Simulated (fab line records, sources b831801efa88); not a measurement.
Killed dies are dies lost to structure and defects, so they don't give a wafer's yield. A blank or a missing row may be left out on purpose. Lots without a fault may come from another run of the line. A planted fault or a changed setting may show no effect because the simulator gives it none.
Which tool did it? | flow gf180mcu | 24 lots, 72 wafers sampled, at 6 steps of a route of 602

WHAT THE GAUGES READ, wafer by wafer
GF_M2_CD_MEAS_14: target cd 280 nm. Usual: cd_nm 279.9 nm, standard deviation 1.3.
lot  | measured     | on        | cd_nm (nm)        | flag
L074 | day 19 04:26 | cd_sem-02 | 281.6 281.3 280.5 |
L075 | day 19 11:50 | cd_sem-02 | 277.5 278.6 278.1 |
L076 | day 20 00:25 | cd_sem-02 | 278.0 279.0 278.2 |
L077 | day 20 11:19 | cd_sem-02 | 277.7 278.2 277.7 |
L078 | day 20 18:21 | cd_sem-02 | 279.3 280.8 280.8 |
L079 | day 21 05:54 | cd_sem-02 | 278.7 279.6 279.3 |
L080 | day 21 15:29 | cd_sem-01 | 279.5 280.3 280.7 |
L081 | day 21 20:32 | cd_sem-02 | 279.9 279.7 279.8 |
L082 | day 22 08:32 | cd_sem-02 | 279.4 279.6 280.1 |
L083 | day 22 11:53 | cd_sem-02 | 280.9 279.7 281.0 |
L084 | day 23 01:04 | cd_sem-01 | 281.2 281.1 281.2 |
L085 | day 23 03:41 | cd_sem-01 | 280.6 280.2 280.0 |
L086 | day 24 01:00 | cd_sem-02 | 279.1 278.4 278.1 |
L087 | day 24 02:30 | cd_sem-01 | 281.4 281.5 282.7 |
L088 | day 24 07:37 | cd_sem-01 | 283.3 282.3 281.2 |
L089 | day 24 22:54 | cd_sem-02 | 280.9 280.3 280.7 |
L090 | day 25 01:19 | cd_sem-01 | 278.3 278.3 277.4 |
L091 | day 25 08:14 | cd_sem-02 | 279.9 279.9 282.0 |
L092 | day 25 17:55 | cd_sem-02 | 278.9 278.3 279.1 |
L093 | day 26 05:52 | cd_sem-01 | 280.6 279.5 279.5 |
L094 | day 26 07:54 | cd_sem-01 | 280.5 280.3 281.2 |
L096 | day 26 21:55 | cd_sem-01 | 278.8 279.7 281.1 |
L095 | day 27 00:24 | cd_sem-01 | 280.7 279.0 279.9 |
L097 | day 27 00:32 | cd_sem-01 | 280.8 280.3 280.3 |

GF_M4_CD_MEAS_14: target cd 280 nm. Usual: cd_nm 279.8 nm, standard deviation 1.1.
lot  | measured     | on        | cd_nm (nm)        | flag
L074 | day 23 09:20 | cd_sem-01 | 279.3 278.8 280.2 |
L075 | day 23 16:05 | cd_sem-02 | 277.2 279.5 279.0 |
L076 | day 24 03:47 | cd_sem-01 | 279.7 278.3 279.2 |
L077 | day 24 15:02 | cd_sem-02 | 281.1 279.1 281.6 |
L078 | day 24 21:58 | cd_sem-02 | 279.9 279.5 279.8 |
L079 | day 25 07:04 | cd_sem-01 | 281.3 281.0 280.9 |
L080 | day 25 15:23 | cd_sem-02 | 279.5 279.9 279.9 |
L081 | day 25 19:15 | cd_sem-01 | 280.2 278.5 279.9 |
L082 | day 26 07:50 | cd_sem-02 | 278.7 278.5 279.2 |
L083 | day 26 09:26 | cd_sem-01 | 281.1 279.0 278.8 |
L084 | day 26 21:06 | cd_sem-01 | 279.0 279.0 279.0 |
L085 | day 27 00:05 | cd_sem-02 | 280.1 281.4 280.9 |
L086 | day 27 18:36 | cd_sem-02 | 280.0 279.4 280.5 |
L087 | day 27 20:12 | cd_sem-02 | 280.9 279.4 280.2 |
L088 | day 28 00:46 | cd_sem-02 | 279.7 279.4 279.3 |
L089 | day 28 14:31 | cd_sem-02 | 280.8 280.2 281.2 |
L090 | day 28 17:49 | cd_sem-02 | 280.0 281.3 280.8 |
L091 | day 28 23:22 | cd_sem-01 | 280.3 280.0 280.7 |
L092 | day 29 08:17 | cd_sem-02 | 278.9 279.9 280.2 |
L093 | day 29 17:55 | cd_sem-01 | 280.4 280.7 280.2 |
L094 | day 29 20:38 | cd_sem-01 | 278.0 279.3 279.1 |
L096 | day 30 09:05 | cd_sem-01 | 277.4 276.6 276.7 |
L095 | day 30 10:44 | cd_sem-01 | 278.4 279.0 278.7 |
L097 | day 30 11:41 | cd_sem-01 | 281.9 280.9 279.7 |

GF_V4_THK_MEAS_25: measures by xrf. Usual: V4_W_THK 343 nm, standard deviation 5.8.
lot  | measured     | on            | V4_W_THK (nm) | flag
L074 | day 24 10:05 | film_metro-01 | 344 340 353   |
L075 | day 24 16:38 | film_metro-04 | 352 362 355   |
L076 | day 25 05:14 | film_metro-02 | 351 351 349   |
L077 | day 25 15:31 | film_metro-01 | 344 340 347   |
L078 | day 25 21:32 | film_metro-02 | 341 339 344   |
L079 | day 26 07:23 | film_metro-01 | 348 339 339   |
L080 | day 26 15:29 | film_metro-02 | 347 346 346   |
L081 | day 26 18:47 | film_metro-01 | 336 333 329   |
L082 | day 27 07:05 | film_metro-04 | 338 336 338   |
L083 | day 27 08:05 | film_metro-04 | 348 341 345   |
L084 | day 27 19:28 | film_metro-02 | 335 336 336   |
L085 | day 27 22:22 | film_metro-02 | 344 339 341   |
L086 | day 28 17:13 | film_metro-02 | 338 336 337   |
L087 | day 28 19:07 | film_metro-04 | 342 345 347   |
L088 | day 28 22:24 | film_metro-02 | 345 339 341   |
L089 | day 29 12:27 | film_metro-02 | 337 341 338   |
L090 | day 29 15:14 | film_metro-02 | 341 336 339   |
L091 | day 29 20:47 | film_metro-02 | 347 349 348   |
L092 | day 30 06:03 | film_metro-02 | 341 335 337   |
L093 | day 30 15:16 | film_metro-02 | 340 331 335   |
L094 | day 30 17:46 | film_metro-04 | 345 342 343   |
L096 | day 31 05:53 | film_metro-01 | 348 347 340   |
L095 | day 31 07:26 | film_metro-02 | 343 342 341   |
L097 | day 31 07:51 | film_metro-04 | 349 356 350   |

GF_MIM_RS_MEAS_10: measures by four-point-probe. Usual: MIM_ALCU_RS 0.1596 ohm/sq, standard deviation 0.0016.
lot  | measured     | on            | MIM_ALCU_RS (ohm/sq) | flag
L074 | day 24 10:52 | film_metro-02 | 0.1605 0.1604 0.1601 |
L075 | day 24 17:25 | film_metro-04 | 0.1581 0.1602 0.1599 |
L076 | day 25 06:01 | film_metro-03 | 0.1638 0.1601 0.1590 |
L077 | day 25 16:19 | film_metro-02 | 0.1579 0.1573 0.1576 |
L078 | day 25 22:19 | film_metro-03 | 0.1597 0.1604 0.1593 |
L079 | day 26 08:10 | film_metro-04 | 0.1601 0.1578 0.1570 |
L080 | day 26 16:16 | film_metro-04 | 0.1595 0.1609 0.1606 |
L081 | day 26 19:34 | film_metro-03 | 0.1607 0.1627 0.1594 |
L082 | day 27 07:51 | film_metro-03 | 0.1604 0.1605 0.1599 |
L083 | day 27 08:51 | film_metro-03 | 0.1580 0.1631 0.1624 |
L084 | day 27 20:15 | film_metro-04 | 0.1611 0.1589 0.1600 |
L085 | day 27 23:10 | film_metro-02 | 0.1579 0.1588 0.1586 |
L086 | day 28 18:02 | film_metro-02 | 0.1625 0.1569 0.1611 |
L087 | day 28 19:53 | film_metro-04 | 0.1607 0.1579 0.1628 |
L088 | day 28 23:11 | film_metro-04 | 0.1597 0.1601 0.1601 |
L089 | day 29 13:13 | film_metro-02 | 0.1606 0.1615 0.1601 |
L090 | day 29 16:01 | film_metro-04 | 0.1559 0.1568 0.1579 |
L091 | day 29 21:34 | film_metro-04 | 0.1604 0.1603 0.1622 |
L092 | day 30 06:52 | film_metro-04 | 0.1588 0.1595 0.1586 |
L093 | day 30 16:03 | film_metro-03 | 0.1562 0.1587 0.1597 |
L094 | day 30 18:32 | film_metro-02 | 0.1556 0.1598 0.1581 |
L096 | day 31 06:40 | film_metro-02 | 0.1569 0.1583 0.1590 |
L095 | day 31 08:12 | film_metro-02 | 0.1609 0.1600 0.1611 |
L097 | day 31 08:37 | film_metro-02 | 0.1593 0.1597 0.1596 |

GF_V5_RS_MEAS_24: measures by four-point-probe. Usual: V5_W_RS 0.330 ohm/sq, standard deviation 0.0057.
lot  | measured     | on            | V5_W_RS (ohm/sq)  | flag
L074 | day 27 05:36 | film_metro-01 | 0.330 0.333 0.331 |
L075 | day 27 12:01 | film_metro-01 | 0.331 0.338 0.343 |
L076 | day 27 22:34 | film_metro-01 | 0.337 0.331 0.340 |
L077 | day 28 08:55 | film_metro-03 | 0.333 0.340 0.332 |
L078 | day 28 13:37 | film_metro-02 | 0.338 0.333 0.330 |
L079 | day 28 22:37 | film_metro-02 | 0.324 0.319 0.327 |
L080 | day 29 06:20 | film_metro-03 | 0.331 0.330 0.332 |
L081 | day 29 08:46 | film_metro-03 | 0.335 0.336 0.337 |
L082 | day 29 19:42 | film_metro-02 | 0.337 0.331 0.331 |
L083 | day 29 22:43 | film_metro-01 | 0.330 0.331 0.330 |
L084 | day 30 08:44 | film_metro-02 | 0.320 0.321 0.320 |
L085 | day 30 10:31 | film_metro-03 | 0.321 0.326 0.320 |
L086 | day 31 03:39 | film_metro-01 | 0.323 0.329 0.323 |
L087 | day 31 04:42 | film_metro-03 | 0.332 0.332 0.336 |
L088 | day 31 07:20 | film_metro-03 | 0.321 0.319 0.321 |
L089 | day 31 22:23 | film_metro-01 | 0.334 0.332 0.330 |
L090 | day 32 01:25 | film_metro-01 | 0.327 0.326 0.324 |
L091 | day 32 05:11 | film_metro-02 | 0.319 0.323 0.326 |
L092 | day 32 12:44 | film_metro-03 | 0.332 0.337 0.329 |
L093 | day 32 22:40 | film_metro-02 | 0.322 0.324 0.325 |
L094 | day 33 00:53 | film_metro-01 | 0.330 0.332 0.337 |
L096 | day 33 10:36 | film_metro-01 | 0.331 0.329 0.332 |
L095 | day 33 13:07 | film_metro-01 | 0.322 0.326 0.323 |
L097 | day 33 11:49 | film_metro-01 | 0.324 0.328 0.327 |

WHICH TOOL RAN EACH LOT (tool, then ch and the chambers of the sampled wafers, then the start)
lot  | GF_V4_CMP_04
L074 | cmp-01 ch 1,2,3, day 23 10:36
L075 | cmp-01 ch 0,2,3, day 23 17:11
L076 | cmp-02 ch 0,1,3, day 24 05:04
L077 | cmp-02 ch 2,3, day 24 16:07
L078 | cmp-02 ch 0,1, day 24 23:02
L079 | cmp-01 ch 1,2,3, day 25 08:36
L080 | cmp-02 ch 0,2, day 25 16:38
L081 | cmp-01 ch 1,2,3, day 25 20:23
L082 | cmp-02 ch 0,1,2, day 26 08:55
L083 | cmp-01 ch 0,1,2, day 26 10:31
L084 | cmp-02 ch 0,1,3, day 26 22:19
L085 | cmp-02 ch 2,3, day 27 01:08
L086 | cmp-02 ch 0,1,2, day 27 19:43
L087 | cmp-01 ch 1,2,3, day 27 21:19
L088 | cmp-01 ch 2,3, day 28 01:55
L089 | cmp-01 ch 0,3, day 28 15:36
L090 | cmp-02 ch 1,2,3, day 28 18:59
L091 | cmp-02 ch 1,2, day 29 00:37
L092 | cmp-01 ch 2,3, day 29 09:20
L093 | cmp-01 ch 0,1, day 29 19:27
L094 | cmp-01 ch 0,2,3, day 29 22:30
L096 | cmp-01 ch 1,2, day 30 10:15
L095 | cmp-01 ch 0,1, day 30 11:52
L097 | cmp-02 ch 0,1,2, day 30 12:49
- GF_V4_CMP_04: polishes SiO2.

WHAT THE TOOLS THEMSELVES READ (means of the sampled wafers that have a number; where no wafer has one, the mark that the record gives instead)
GF_V4_CMP_04. Usual: head_pressure_psi 4.001 psi, standard deviation 0.0092; motor_current_A 11.8 A, standard deviation 1; time_to_endpoint_s 77 s, standard deviation 5.8.
lot  | tool   | head_pressure_psi (psi) | motor_current_A (A) | time_to_endpoint_s (s) | flag
L074 | cmp-01 | 4.007                   | 12.6                | 85                     |
L075 | cmp-01 | 4.008                   | 12.9                | 86                     |
L076 | cmp-02 | 4.007                   | 11.0                | 71                     |
L077 | cmp-02 | 4.000                   | 11.2                | 73                     |
L078 | cmp-02 | 4.000                   | 11.1                | 74                     |
L079 | cmp-01 | 3.998                   | 12.2                | 75                     |
L080 | cmp-02 | 4.003                   | 10.7                | 76                     |
L081 | cmp-01 | 3.997                   | 12.4                | 75                     |
L082 | cmp-02 | 4.005                   | 11.4                | 81                     |
L083 | cmp-01 | 4.003                   | 12.5                | 71                     |
L084 | cmp-02 | 4.003                   | 11.1                | 74                     |
L085 | cmp-02 | 4.005                   | 11.1                | 75                     |
L086 | cmp-02 | 3.998                   | 11.7                | 84                     |
L087 | cmp-01 | 4.004                   | 12.4                | 78                     |
L088 | cmp-01 | 4.007                   | 13.3                | 76                     |
L089 | cmp-01 | 4.002                   | 12.4                | 78                     |
L090 | cmp-02 | 3.998                   | 11.9                | 78                     |
L091 | cmp-02 | 3.989                   | 12.2                | 76                     |
L092 | cmp-01 | 3.998                   | 13.2                | 73                     |
L093 | cmp-01 | 4.002                   | 11.3                | 76                     |
L094 | cmp-01 | 4.006                   | 12.9                | 74                     |
L096 | cmp-01 | 4.001                   | 12.8                | 74                     |
L095 | cmp-01 | 4.000                   | 11.4                | 81                     |
L097 | cmp-02 | 4.005                   | 11.6                | 82                     |

THE ANSWER, worked out from the rows above alone
Rule: a lot is off if the mean of its wafers that have a number lies more than 3 standard deviations from the usual mean. A lot without any number at a reading at which 4 lots or more have one is off too. The other lots that the step has rows for count as sound. The gauges are gone through in route order, then the tools' own readings, and for those a lot's mean is taken as printed above. The first step at which some lot is off is used, and at that step the reading that is off furthest; a lot without a number counts as furthest.
No lot is off at any reading shown: from this, nothing can be told.

WHAT THE SIMULATOR HAD PUT IN
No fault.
